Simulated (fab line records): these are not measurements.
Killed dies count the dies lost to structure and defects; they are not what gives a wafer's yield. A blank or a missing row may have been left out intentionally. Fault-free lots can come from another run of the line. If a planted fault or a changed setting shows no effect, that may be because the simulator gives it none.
What tool caused it? | flow sky130 | 11 lots, 33 wafers sampled, at 7 steps of a route of 708

## WHAT THE GAUGES SHOWED, per wafer
SKY_LDD_HVP_OVL_MEAS_07. Usual: LDD_HVP_OVL typically reads 0.3 nm, with standard deviation 1.3.
lot  | measured     | on         | LDD_HVP_OVL (nm) | flag
L931 | day 23 08:46 | overlay-02 | 0.4 -1.1 0.7     | 
L936 | day 24 17:16 | overlay-02 | 0.4 -0.2 -1.0    | 
L938 | day 25 18:44 | overlay-02 | 1.2 0.9 1.0      | 
L939 | day 25 21:13 | overlay-02 | 0.9 1.1 -1.4     | 
L940 | day 26 12:02 | overlay-02 | 0.8 -2.1 -0.8    | 
L942 | day 27 00:10 | overlay-02 | -2.5 0.2 0.5     | 
L945 | day 28 03:02 | overlay-01 | -0.1 1.1 1.2     | 
L947 | day 28 07:50 | overlay-02 | 0.5 0.5 1.0      | 
L949 | day 29 09:05 | overlay-01 | 2.4 1.3 1.3      | 
L950 | day 29 13:07 | overlay-02 | -1.5 0.6 -1.8    | 
L951 | day 29 14:32 | overlay-02 | 1.0 -0.4 -1.1    | 

SKY_SD_N_OVL_MEAS_08. Usual: SD_N_OVL typically reads 0.4 nm, with standard deviation 1.5.
lot  | measured     | on         | SD_N_OVL (nm) | flag
L931 | day 29 14:03 | overlay-02 | 1.0 -2.9 0.1  | 
L936 | day 30 21:56 | overlay-02 | 2.1 -0.5 0.1  | 
L938 | day 31 21:26 | overlay-01 | 0.0 3.3 1.8   | 
L939 | day 32 01:29 | overlay-01 | 1.2 2.3 -0.2  | 
L940 | day 32 11:06 | overlay-02 | 2.7 0.6 0.3   | 
L942 | day 32 23:47 | overlay-02 | 1.8 0.5 1.6   | 
L945 | day 34 00:46 | overlay-01 | 1.7 1.6 -0.1  | 
L947 | day 34 09:19 | overlay-01 | 1.0 -0.5 0.6  | 
L949 | day 35 04:49 | overlay-02 | -1.0 -0.8 0.1 | 
L950 | day 35 11:08 | overlay-01 | -0.4 1.5 3.1  | 
L951 | day 35 13:42 | overlay-01 | 2.5 3.6 2.7   | 

SKY_SD_N_TW_MEAS_12. Usual: SD_N_TW typically reads 3953, with standard deviation 48.
lot  | measured     | on           | SD_N_TW        | flag
L931 | day 29 14:29 | filmMetro-01 | 3886 3883 3875 | 
L936 | day 30 22:22 | filmMetro-01 | 3907 3905 3919 | 
L938 | day 31 21:52 | filmMetro-02 | 3962 3974 3953 | 
L939 | day 32 01:55 | filmMetro-04 | 4009 4035 4032 | 
L940 | day 32 11:32 | filmMetro-04 | 4041 4033 4034 | 
L942 | day 33 00:14 | filmMetro-01 | 4184 4223 4229 | OFF
L945 | day 34 01:13 | filmMetro-04 | 4328 4348 4360 | OFF
L947 | day 34 09:45 | filmMetro-01 | 3900 3903 3894 | 
L949 | day 35 05:15 | filmMetro-02 | 3973 3953 3961 | 
L950 | day 35 11:34 | filmMetro-02 | 3939 3926 3917 | 
L951 | day 35 14:08 | filmMetro-02 | 3958 3952 3931 | 

SKY_SD_N_RS_MEAS_16: measurement is done with a four-point probe. Usual: SD_N_RS typically reads 68.52 ohm/sq, with standard deviation 0.1.
lot  | measured     | on           | SD_N_RS (ohm/sq)  | flag
L931 | day 29 14:47 | filmMetro-02 | 68.50 68.49 68.56 | 
L936 | day 30 22:39 | filmMetro-02 | 68.45 68.44 68.47 | 
L938 | day 31 22:10 | filmMetro-04 | 68.45 68.45 68.40 | 
L939 | day 32 02:16 | filmMetro-01 | 68.56 68.67 68.70 | 
L940 | day 32 11:49 | filmMetro-01 | 68.45 68.48 68.57 | 
L942 | day 33 00:32 | filmMetro-02 | 58.87 58.80 58.86 | OFF
L945 | day 34 01:31 | filmMetro-02 | 58.78 58.74 58.69 | OFF
L947 | day 34 10:02 | filmMetro-02 | 68.39 68.46 68.26 | 
L949 | day 35 05:32 | filmMetro-01 | 68.52 68.50 68.45 | 
L950 | day 35 11:51 | filmMetro-01 | 68.55 68.52 68.56 | 
L951 | day 35 14:25 | filmMetro-04 | 68.69 68.66 68.46 | 

## TOOL THAT RAN EACH LOT (tool first, then ch and the chambers of the sampled wafers, then the start)
lot  | SKY_LDD_LDN_STRIP_12                | SKY_SD_N_IMPLANT_09             | SKY_SD_N_STRIP_11
L931 | plasmaAsher-03 ch 0,1, day 24 15:13 | implanter-01 ch 0, day 29 14:05 | plasmaAsher-02 ch 0,1, day 29 14:23
L936 | plasmaAsher-04 ch 0,1, day 25 23:37 | implanter-03 ch 0, day 30 21:58 | plasmaAsher-02 ch 0,1, day 30 22:16
L938 | plasmaAsher-04 ch 0,1, day 27 01:10 | implanter-03 ch 0, day 31 21:29 | plasmaAsher-02 ch 1, day 31 21:46
L939 | plasmaAsher-04 ch 0,1, day 27 03:26 | implanter-01 ch 0, day 32 01:31 | plasmaAsher-03 ch 0,1, day 32 01:49
L940 | plasmaAsher-04 ch 0,1, day 27 17:37 | implanter-03 ch 0, day 32 11:08 | plasmaAsher-04 ch 1, day 32 11:26
L942 | plasmaAsher-02 ch 0,1, day 28 06:03 | implanter-03 ch 0, day 32 23:52 | plasmaAsher-04 ch 0,1, day 33 00:09
L945 | plasmaAsher-03 ch 0,1, day 29 08:48 | implanter-03 ch 0, day 34 00:50 | plasmaAsher-03 ch 0,1, day 34 01:07
L947 | plasmaAsher-04 ch 0,1, day 29 13:01 | implanter-02 ch 0, day 34 09:21 | plasmaAsher-03 ch 0,1, day 34 09:39
L949 | plasmaAsher-03 ch 0,1, day 30 14:40 | implanter-02 ch 0, day 35 04:52 | plasmaAsher-02 ch 0,1, day 35 05:08
L950 | plasmaAsher-04 ch 0,1, day 30 18:47 | implanter-02 ch 0, day 35 11:10 | plasmaAsher-03 ch 0,1, day 35 11:28
L951 | plasmaAsher-03 ch 1, day 30 19:43   | implanter-02 ch 0, day 35 13:44 | plasmaAsher-04 ch 0,1, day 35 14:02
- SKY_LDD_LDN_STRIP_12: strips in O2/N2.
- SKY_SD_N_IMPLANT_09
- SKY_SD_N_STRIP_11: strips in O2/N2.

## WHAT THE TOOLS THEMSELVES READ (means of the sampled wafers that have a number; where no wafer has one, the mark that the record gives instead)
SKY_LDD_LDN_STRIP_12. Usual: chamberPressureMTorr 1500.1 mTorr, standard deviation 1.3; drypumpMotorCurrentA 5.8 A, standard deviation 0.46; oesProductAu 0.714 a.u., standard deviation 0.0044; stripTimeToEndpointS 14.18 s, standard deviation 0.041.
lot  | tool           | chamberPressureMTorr (mTorr) | drypumpMotorCurrentA (A) | oesProductAu (a.u.) | stripTimeToEndpointS (s) | flag
L931 | plasmaAsher-03 | 1500.9                       | 6.1                      | 0.715               | 14.13                    | 
L936 | plasmaAsher-04 | 1499.6                       | 6.1                      | 0.717               | 14.13                    | 
L938 | plasmaAsher-04 | 1499.7                       | 6.3                      | 0.718               | 14.24                    | 
L939 | plasmaAsher-04 | 1499.1                       | 6.3                      | 0.717               | 14.21                    | 
L940 | plasmaAsher-04 | 1500.6                       | 6.3                      | 0.712               | 14.19                    | 
L942 | plasmaAsher-02 | 1499.7                       | 5.2                      | 0.719               | 14.14                    | 
L945 | plasmaAsher-03 | 1499.2                       | 6.1                      | 0.709               | 14.19                    | 
L947 | plasmaAsher-04 | 1499.9                       | 6.1                      | 0.712               | 14.17                    | 
L949 | plasmaAsher-03 | 1501.2                       | 6.1                      | 0.714               | 14.15                    | 
L950 | plasmaAsher-04 | 1500.6                       | 6.1                      | 0.714               | 14.21                    | 
L951 | plasmaAsher-03 | 1500.7                       | 6.1                      | 0.711               | 14.17                    | 

SKY_SD_N_IMPLANT_09. Usual: beamEnergyKeV 50.002, standard deviation 0.014; endStationPressureTorr 1.3e-05 Torr, standard deviation 9.2e-07.
lot  | tool         | beamEnergyKeV | endStationPressureTorr (Torr) | flag
L931 | implanter-01 | 49.999        | 1.2e-05                       | 
L936 | implanter-03 | 50.011        | 1.4e-05                       | 
L938 | implanter-03 | 50.012        | 1.4e-05                       | 
L939 | implanter-01 | 50.008        | 1.3e-05                       | 
L940 | implanter-03 | 50.008        | 1.4e-05                       | 
L942 | implanter-03 | 66.479        | 1.5e-05                       | OFF
L945 | implanter-03 | 66.493        | 1.4e-05                       | OFF
L947 | implanter-02 | 49.988        | 1.2e-05                       | 
L949 | implanter-02 | 50.010        | 1.3e-05                       | 
L950 | implanter-02 | 49.995        | 1.3e-05                       | 
L951 | implanter-02 | 49.994        | 1.2e-05                       | 

SKY_SD_N_STRIP_11. Usual: chamberPressureMTorr 1500.1 mTorr, standard deviation 1.3; drypumpMotorCurrentA 5.8 A, standard deviation 0.46; oesProductAu 0.528 a.u., standard deviation 0.0041; stripTimeToEndpointS 22.56 s, standard deviation 0.035.
lot  | tool           | chamberPressureMTorr (mTorr) | drypumpMotorCurrentA (A) | oesProductAu (a.u.) | stripTimeToEndpointS (s) | flag
L931 | plasmaAsher-02 | 1499.5                       | 5.2                      | 0.524               | 22.58                    | 
L936 | plasmaAsher-02 | 1499.3                       | 5.2                      | 0.524               | 22.54                    | 
L938 | plasmaAsher-02 | 1500.2                       | 5.2                      | 0.528               | 22.53                    | 
L939 | plasmaAsher-03 | 1501.0                       | 6.1                      | 0.528               | 22.56                    | 
L940 | plasmaAsher-04 | 1500.4                       | 6.0                      | 0.529               | 22.61                    | 
L942 | plasmaAsher-04 | 1500.0                       | 6.2                      | 0.502               | 25.07                    | OFF
L945 | plasmaAsher-03 | 1499.8                       | 6.1                      | 0.496               | 25.00                    | OFF
L947 | plasmaAsher-03 | 1500.8                       | 6.1                      | 0.529               | 22.52                    | 
L949 | plasmaAsher-02 | 1499.3                       | 5.2                      | 0.528               | 22.56                    | 
L950 | plasmaAsher-03 | 1499.5                       | 6.1                      | 0.528               | 22.54                    | 
L951 | plasmaAsher-04 | 1501.0                       | 6.3                      | 0.528               | 22.53                    | 

## THE ANSWER, worked out from the rows above alone
Rule: lot off if the mean of its wafers having a number is beyond 3 standard deviations from the usual mean. Also off: a lot with no number at a reading for which 4 or more lots have one. All remaining lots with rows at the step are treated as sound. The gauges are gone through in route order, then the tools' own readings, and for those a lot's mean is taken as printed above. At the first step where some lot is off, the reading lying furthest off is the one used; lots without a number count as furthest.
Off: L942, L945, at SKY_SD_N_TW_MEAS_12 (SD_N_TW).
A tool fits if, at a process step before that reading, it ran every lot that is off, and no sound lot after the first of them. The gauges at SKY_SD_N_TW_MEAS_12 aren't tried: what is off there is off at SKY_SD_N_RS_MEAS_16 too, on other tools, and a gauge's error can't cause that. One fits: implanter-03 at SKY_SD_N_IMPLANT_09. Its last sound lot is L940 (day 32 11:08), its first lot that is off L942 (day 32 23:52): a fault that began between those two fits.
The tool's own readings at SKY_SD_N_IMPLANT_09 bear it out: on the lots that are off they differ by more than 5 times the standard deviation of the sound lots' means. beamEnergyKeV reads 66.486 there against 50.003 on the sound lots.

## WHAT THE SIMULATOR HAD PUT IN
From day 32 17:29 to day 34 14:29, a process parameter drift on implanter-03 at SKY_SD_N_IMPLANT_09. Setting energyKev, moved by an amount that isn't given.
Struck lots among those shown: L942, L945. This agrees with what the rule above found.
